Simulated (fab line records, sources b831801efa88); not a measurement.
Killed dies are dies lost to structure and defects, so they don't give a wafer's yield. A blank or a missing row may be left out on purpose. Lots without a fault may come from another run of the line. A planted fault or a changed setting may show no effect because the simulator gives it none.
A struck lot beside a sound one | flow gf180mcu | 16 steps out of a route of 602
Sound: wafers L927.4, L927.5, L927.6. Struck: wafers L929.2, L929.4. (L929.1 of the same lot was not struck and is left out.) The cause comes at the end.
At each step with rows: each side's tool, then ch and its chambers, then its first start. Under that, the readings that differ: sound wafers | struck wafers | difference of the means | sigmas: that difference in standard deviations of wafers without a fault.
alike: readings whose means differ by less than 2 such deviations, and words and numbers that are the same on both sides. not compared: withheld readings, readings that some wafer has no value for, bounds like >300 that may hide the same value, and numbers for which the record gives no deviation and whose values overlap.
The two part at a step that has a row with sigmas, a row that says differs or no value, or rows on one side only. Numbers that don't overlap but have no deviation are shown without sigmas and don't part them. A reading that every wafer of one side lacks parts them only if that side has two wafers or more.

first, 6 steps without rows for these wafers: GF_M2_HMDS_08 (prime time 60 s); GF_M2_COAT_09 (resist thk 1000 nm); GF_M2_SOFTBAKE_10 (time 60 s); GF_M2_EXPOSE_11 (exposes mask Metal2, target cd 280 nm); GF_M2_PEB_12 (peb time 90 s); GF_M2_DEVELOP_13 (develop time 60 s).
GF_M2_CD_MEAS_14: target cd 280 nm.
  sound on cd_sem-01, day 23 14:31; struck on cd_sem-02, day 24 04:55
  reading    | sound             | struck      | difference | sigmas
  cd_nm (nm) | 278.9 279.5 278.8 | 282.3 281.8 | +3.0       | +2
GF_M2_OVL_MEAS_15:
  sound on overlay-01, day 23 14:35; struck on overlay-02, day 24 05:02
  alike: M2_OVL
GF_M2_METAL_ETCH_16: etches the open film in Cl2/BCl3, stops on SiO2, target depth 750.8 nm, time 125.1 s.
  sound on rie_metal-03 ch 0,1, day 23 14:39; struck on rie_metal-01 ch 0,1, day 24 05:04
  alike: drypump_motor_current_A, oes_product_au, throttle_valve_pct
  not compared: rf_hours_counter_h
GF_M2_STRIP_17: strips in O2/N2.
  sound on plasma_asher-01 ch 0,1, day 23 14:46; struck on plasma_asher-03 ch 0,1, day 24 05:12
  alike: drypump_motor_current_A, heater_power_w, n2_flow_sccm, oes_product_au, strip_time_to_endpoint_s
  not compared: rf_hours_counter_h
then, 2 steps without rows for these wafers: GF_M2_STRIP_18 (strips in post etch residue remover, time 1200 s); GF_M2_CLEAN_19 (cleans in DIW).
GF_V2_CVD_00: deposits SiO2, target thk 600 nm, time 100 s.
  sound on hdpcvd-02 ch 0,1,2, day 23 15:20; struck on hdpcvd-02 ch 0, day 24 05:46
  reading                             | sound             | struck      | difference | sigmas
  sih4_flow_sccm (sccm)               | 59.86 59.77 60.22 | 47.80 47.80 | -12.15     | -71
  model.SiO2_of_V2_CVD_00.thk_nm (nm) | 604.1 596.2 591.8 | 484.8 484.4 | -112.8     |
  alike: susceptor_temp_C
GF_V2_THK_MEAS_01:
  sound on film_metro-03, day 23 15:24; struck on film_metro-03, day 24 05:50
  reading            | sound       | struck  | difference | sigmas
  V2_CVD_00_THK (nm) | 604 596 592 | 485 484 | -113       | -15
GF_V2_CVD_02: deposits SiO2 from TEOS, target thk 850 nm, time 94.851 s.
  sound on pecvd-02 ch 0,1,2, day 23 15:28; struck on pecvd-03 ch 1,2, day 24 05:54
  alike: heater_power_outer_w, heater_power_w, susceptor_temp_C
-- the record jumps here: 9 days lie between the struck wafers' starts before and after (it left off in module V2 and takes up again in module PASSIVATION, whose first step shown is number 602 of the route) --
GF_PASSIVATION_PROBE_99:
  the record has rows for the struck wafers here (prober-01, day 32 21:23) and none for the sound ones

WHERE THEY PART
First at GF_M2_CD_MEAS_14; last, within this record, at GF_PASSIVATION_PROBE_99.

WHY: what the simulator had put in
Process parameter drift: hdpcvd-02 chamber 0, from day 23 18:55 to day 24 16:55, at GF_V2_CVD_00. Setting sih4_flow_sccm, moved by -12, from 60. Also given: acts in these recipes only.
